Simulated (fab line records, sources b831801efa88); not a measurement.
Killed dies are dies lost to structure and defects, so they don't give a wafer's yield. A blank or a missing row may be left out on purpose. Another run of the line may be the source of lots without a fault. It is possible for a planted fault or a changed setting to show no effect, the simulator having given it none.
Which tool did it? | flow sky130 | 6 lots with 18 wafers sampled at 2 steps, on a route of 708 steps

== WHAT THE GAUGES READ, wafer by wafer ==
SKY_NWELL_TW_MEAS_15.
lot  | measured     | on            | NWELL_TW
L895 | day 5 14:08  | film-metro-03 | 1832 1820 1837
L898 | day 6 02:57  | film-metro-02 | 1812 1821 1821
L902 | day 7 02:18  | film-metro-01 | 1761 1766 1751
L906 | day 7 22:56  | film-metro-03 | 1768 1761 1772
L910 | day 9 01:22  | film-metro-02 | 1840 1818 1827
L915 | day 10 14:21 | film-metro-01 | 1820 1828 1825

== WHAT TOOL EACH LOT RAN ON (gives the tool, then ch and the chambers of the sampled wafers, and finally the start) ==
lot  | SKY_NWELL_IMPLANT_11
L895 | implanter-01 ch 0, day 5 13:35
L898 | implanter-02 ch 0, day 6 02:24
L902 | implanter-02 ch 0, day 7 01:45
L906 | implanter-02 ch 0, day 7 22:23
L910 | implanter-01 ch 0, day 9 00:51
L915 | implanter-02 ch 0, day 10 13:48
- SKY_NWELL_IMPLANT_11

== THE ANSWER, worked out from the rows above alone ==
Rule: usual is defined by the lots themselves. The widest of any qualifying gaps counts: lots, ordered by their means at a reading, are off when they make up no more than a third of the lots, leave a main group of 4 or more, and stand apart from it by 3 or more times the standard deviation of that group's means. A main group whose means are all the same, to the digits that the tables above print for the reading, isn't used. Also off: a lot with no number at a reading for which 4 or more lots have one. The other lots that the step has rows for count as sound.
Off: L902, L906, seen at SKY_NWELL_TW_MEAS_15 (NWELL_TW). Main group: mean 1825, sd 4.5.
If a tool, at a process step before that reading, ran all the lots that are off and no sound lot after the first of them, it fits. Gauges at SKY_NWELL_TW_MEAS_15: tried the same way as those tools. No candidate that was tried fits.

== WHAT THE SIMULATOR HAD INSERTED ==
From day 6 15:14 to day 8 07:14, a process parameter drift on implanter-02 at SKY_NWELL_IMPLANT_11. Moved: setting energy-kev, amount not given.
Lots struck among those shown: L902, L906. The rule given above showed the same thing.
